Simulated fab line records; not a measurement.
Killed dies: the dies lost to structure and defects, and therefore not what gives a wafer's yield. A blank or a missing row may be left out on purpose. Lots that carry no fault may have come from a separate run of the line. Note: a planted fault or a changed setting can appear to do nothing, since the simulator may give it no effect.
Comparing a struck lot with a sound one || flow sky130 || 14 steps out of a route of 708
Sound: these wafers, L798.3, L798.4, L798.6. Struck: wafers L815.1, L815.3, L815.4. The cause is given at the end.
Per side, at each step with rows, come the tool, then ch with its chambers, and then its first start. Under that, the readings that differ: sound wafers || struck wafers || difference of the means || sigmas: that difference in standard deviations of wafers without a fault.
alike: readings with means less than 2 such deviations apart, plus words and numbers identical on both sides. not compared: withheld readings, readings lacking a value on some wafer, bounds such as >300 that could conceal the same value, and numbers that have no deviation in the record and whose values overlap.
A row with sigmas, a row that says differs or no value, or rows on one side alone: a step with any of these is where the two part. Numbers that don't overlap but have no deviation are shown without sigmas and don't part them. A reading missing from all wafers of one side parts the sides only when that side holds two or more wafers.

SKY_CAPM_OVL_MEAS_12:
  sound on overlay-02, day 37 19:46; struck on overlay-02, day 42 21:25
  alike: CAPM_OVL
SKY_CAPM_METAL_ETCH_13: etches TiN in Cl2/BCl3, stops on SiO2, target depth 220 nm, time 62.9 s.
  sound on rie-metal-03 ch 0,1, day 37 19:49; struck on rie-metal-02 ch 0,1, day 42 21:27
  alike: drypump-motor-current-A, oes-product-au, throttle-valve-pct
  not compared: rf-hours-counter-h
SKY_CAPM_STRIP_14: strips in O2/N2.
  sound on plasma-asher-01 ch 0,1, day 37 19:55; struck on plasma-asher-03 ch 0,1, day 42 21:31
  alike: drypump-motor-current-A, oes-product-au, strip-time-to-endpoint-s
  not compared: rf-hours-counter-h
then, 9 steps without rows for these wafers: SKY_CAPM_STRIP_15 (strips in post etch residue remover, time 1200 s); SKY_CAPM_CLEAN_16 (cleans in IPA, time 180 s); SKY_CAPM_CLEAN_17 (cleans in O3/DIW); SKY_METAL3_DEHYDRATE_05 (time 60 s); SKY_METAL3_HMDS_06 (prime time 60 s); SKY_METAL3_COAT_07 (resist thk 60 nm); SKY_METAL3_COAT_08 (resist thk 1140 nm); SKY_METAL3_SOFTBAKE_09 (time 90 s); SKY_METAL3_EXPOSE_10 (exposes mask MM3, target cd 300 nm).
SKY_METAL3_PEB_11:
  struck on litho-track-02, day 43 20:00; sound on litho-track-03 ch 0, day 38 22:00
{"reading": "exhaust-pa (Pa)", "sound": "45.0 44.2 44.9", "struck": "- - -", "difference": "no value on the struck wafers", "sigmas": ""}
  not compared: chill-plate-temp-C
then, 1 step without rows for these wafers: SKY_METAL3_DEVELOP_12 (develop time 60 s).

## WHERE THEY PART
Only at SKY_METAL3_PEB_11, as far as this record shows.

WHY: the cause the simulator had injected
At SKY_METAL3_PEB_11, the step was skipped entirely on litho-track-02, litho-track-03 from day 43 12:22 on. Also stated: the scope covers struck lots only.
